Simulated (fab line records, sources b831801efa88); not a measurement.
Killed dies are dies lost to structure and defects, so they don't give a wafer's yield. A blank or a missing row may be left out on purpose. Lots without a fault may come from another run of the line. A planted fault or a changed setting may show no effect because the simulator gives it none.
Problem report in the 8D (eight disciplines) form, filled by code | flow sfq_line | the parts of the form that need people (team, actions taken, sign-off) are left out

1. THE PROBLEM
M4_NB_RS at SFQ_M4_RS_MEAS_924 reads a mean of 1.132 ohm/sq on 2 wafers of 2 lots; wafers without a fault read 0.895 ohm/sq with a standard deviation of 0.0088. That is +27 standard deviations from the usual mean.
The step: measures by four-point-probe.
First seen on wafer L174.6, day 52 16:01, on film_metro-04. The record holds 42 wafers of 14 lots with a number at this step. Rule for "out", or "out of limits": more than 4 standard deviations from the usual mean. The other wafers with a number count as sound.

2. WHAT IT IS AND WHAT IT IS NOT
question                    | is                           | is not
which readings at this step | M4_NB_RS                     | -
which lots                  | L174, L175                   | L160, L161, L162, L163, L164, L165, L176, L179, L180, L181, L182, L183
which wafers of those lots  | L174.6, L175.4               | L174.1, L174.5, L175.1, L175.5
read on which gauges        | film_metro-03, film_metro-04 | film_metro-01
when                        | from day 52 16:01            | up to then (20 sound wafers); but 20 sound wafers of L175, L176, L179, L180, L181, L182, L183 came after

3. SUSPECTS, AND WHAT RULES EACH OUT
Counting: a tool at a process step up to the reading stays a suspect if it ran every lot that is out. Sound lots after the first of them don't rule it out here, since some wafers of a struck lot are sound.
- the gauge at SFQ_M4_RS_MEAS_924: ruled out. The wafers that are out were read on 2 gauges (film_metro-03, film_metro-04).
- pvd_sputter-04 at SFQ_TRILAYER_M4_DEP_SPUTTER_091 (material Nb, target thk 200 nm, time 133.3 s): kept. It ran every lot that is out, first L174 (day 52 15:55); its last sound lot up to then is L165 (day 49 14:28).
Left after counting: pvd_sputter-04 at SFQ_TRILAYER_M4_DEP_SPUTTER_091.

4. THE CAUSE (what the simulator had put in)
Process parameter drift: pvd_sputter-04, from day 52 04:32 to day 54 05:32, at SFQ_TRILAYER_M4_DEP_SPUTTER_091. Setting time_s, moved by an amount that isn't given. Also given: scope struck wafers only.
Counting left only this tool.

5. THE CHAIN OF EFFECTS, in route order
Each row: a reading whose mean over the struck wafers that have a number lies more than 3 standard deviations from the usual. Only readings for which the record gives a usual standard deviation are gone through. hours: the time from each lot's start at the first step in this table that gives one to its start at this step, as a median over the lots. sigmas: the change in usual standard deviations.
hours | step                                | reading        | usual        | on struck wafers | change | sigmas
0     | SFQ_M4_RS_MEAS_924                  | M4_NB_RS       | 0.895 ohm/sq | 1.132            | +0.237 | +27
132   | SFQ_TRILAYER_M4_ETCH_METAL_ETCH_096 | oes_product_au | 0.891 a.u.   | 0.780            | -0.111 | -17
The process steps in it:
- SFQ_TRILAYER_M4_ETCH_METAL_ETCH_096: etches Nb in Cl2/Ar, stops on SiO2, target depth 240 nm, time 120 s.

6. WHAT WOULD HAVE CAUGHT IT SOONER
In this record the first reading out of limits at a measuring or inspecting step was taken at day 52 16:01, 11 hours after the fault began at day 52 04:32.
Of the tool readings at SFQ_TRILAYER_M4_DEP_SPUTTER_091 for which the record gives a usual standard deviation, none was out on any struck wafer, so an alarm limit of 4 standard deviations on them would not have fired.
Of the lots that are out (2), L175 began SFQ_TRILAYER_M4_DEP_SPUTTER_091 on pvd_sputter-04 after day 52 16:01. A hold on the tool at that time would have spared it.
